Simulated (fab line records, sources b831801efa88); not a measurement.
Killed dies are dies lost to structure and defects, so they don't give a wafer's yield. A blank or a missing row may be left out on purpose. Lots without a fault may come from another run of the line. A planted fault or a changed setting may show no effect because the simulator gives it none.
Tool commonality check | flow sky130 | 12 lots, 36 wafers sampled

WHY IT WAS OPENED
At SKY_FIELD_ISO_THK_MEAS_02 the reading FIELD_ISO_OXIDATION_00_THK is flagged on 2 of 12 lots. Wafers without a fault read 12.03 nm, standard deviation 0.23.
Rule: a lot is flagged when every wafer of it that has a number lies more than 4 standard deviations from that mean, or none has a number. The other lots count as sound.

lot  | measured    | on            | FIELD_ISO_OXIDATION_00_THK (nm), wafer by wafer | flag
L963 | day 1 11:39 | film_metro-01 | 11.87 11.80 11.63                               |
L964 | day 1 16:39 | film_metro-01 | 12.10 11.84 12.12                               |
L965 | day 1 23:13 | film_metro-01 | 11.91 11.98 11.80                               |
L967 | day 2 07:49 | film_metro-04 | 11.94 12.01 12.08                               |
L969 | day 2 17:38 | film_metro-04 | 12.10 12.17 12.19                               |
L970 | day 3 03:33 | film_metro-04 | 19.49 19.45 19.65                               | FLAGGED
L977 | day 4 13:04 | film_metro-02 | 19.15 19.25 19.48                               | FLAGGED
L978 | day 4 15:34 | film_metro-01 | 12.06 11.98 12.18                               |
L979 | day 4 19:58 | film_metro-04 | 11.89 12.01 11.74                               |
L980 | day 5 01:11 | film_metro-04 | 12.37 12.11 12.21                               |
L981 | day 5 07:36 | film_metro-04 | 12.23 12.09 12.01                               |
L984 | day 5 21:26 | film_metro-01 | 11.98 12.09 11.84                               |
The numbers of the flagged lots are 19.41 nm on average: +7.38 nm against the usual, or +32 standard deviations.

WHICH TOOL RAN EACH LOT
The record holds 1 process step before the reading, out of a route of 708 steps. In each cell: the tool, then ch and the chambers that the sampled wafers went through, then the start.
lot  | flag    | SKY_FIELD_ISO_OXIDATION_01
L963 |         | furnace-02 ch 0, day 1 10:07
L964 |         | furnace-01 ch 0, day 1 15:08
L965 |         | furnace-02 ch 0, day 1 21:41
L967 |         | furnace-02 ch 0, day 2 06:17
L969 |         | furnace-01 ch 0, day 2 16:07
L970 | FLAGGED | furnace-01 ch 0, day 2 23:08
L977 | FLAGGED | furnace-02 ch 0, day 4 08:52 and furnace-01 ch 0, day 4 11:32
L978 |         | furnace-01 ch 0, day 4 14:04
L979 |         | furnace-01 ch 0, day 4 18:28
L980 |         | furnace-01 ch 0, day 4 23:40
L981 |         | furnace-02 ch 0, day 5 06:05
L984 |         | furnace-01 ch 0, day 5 19:54
What these steps do:
- SKY_FIELD_ISO_OXIDATION_01: stabilise 600 s, purge 300 s, target thk 12 nm.
- SKY_FIELD_ISO_THK_MEAS_02

FLAGGED OVER TOTAL, TOOL BY TOOL (the gauges that took the reading come last)
step                       | tool          | lots run | flagged | share of the flagged lots | sound lots run after its first flagged lot
SKY_FIELD_ISO_OXIDATION_01 | furnace-01    | 8        | 2       | all                       | 4 (L978,L979,L980,L984)
SKY_FIELD_ISO_OXIDATION_01 | furnace-02    | 5        | 1       | some                      | 1 (L981)
SKY_FIELD_ISO_THK_MEAS_02  | film_metro-01 | 5        | 0       | none                      | -
SKY_FIELD_ISO_THK_MEAS_02  | film_metro-02 | 1        | 1       | some                      | 0
SKY_FIELD_ISO_THK_MEAS_02  | film_metro-04 | 6        | 1       | some                      | 3 (L979,L980,L981)

WHAT THE TABLE ALLOWS
1 row of the table ran every flagged lot: furnace-01 at SKY_FIELD_ISO_OXIDATION_01.
- furnace-01 at SKY_FIELD_ISO_OXIDATION_01: 2 of its 8 lots flagged. Sound lots ran on it after the first flagged one (L978, L979, L980, L984), which a lasting fault on the whole tool wouldn't allow.
No row of the table ran every flagged lot and no sound lot after the first.

WHAT THE SIMULATOR HAD PUT IN
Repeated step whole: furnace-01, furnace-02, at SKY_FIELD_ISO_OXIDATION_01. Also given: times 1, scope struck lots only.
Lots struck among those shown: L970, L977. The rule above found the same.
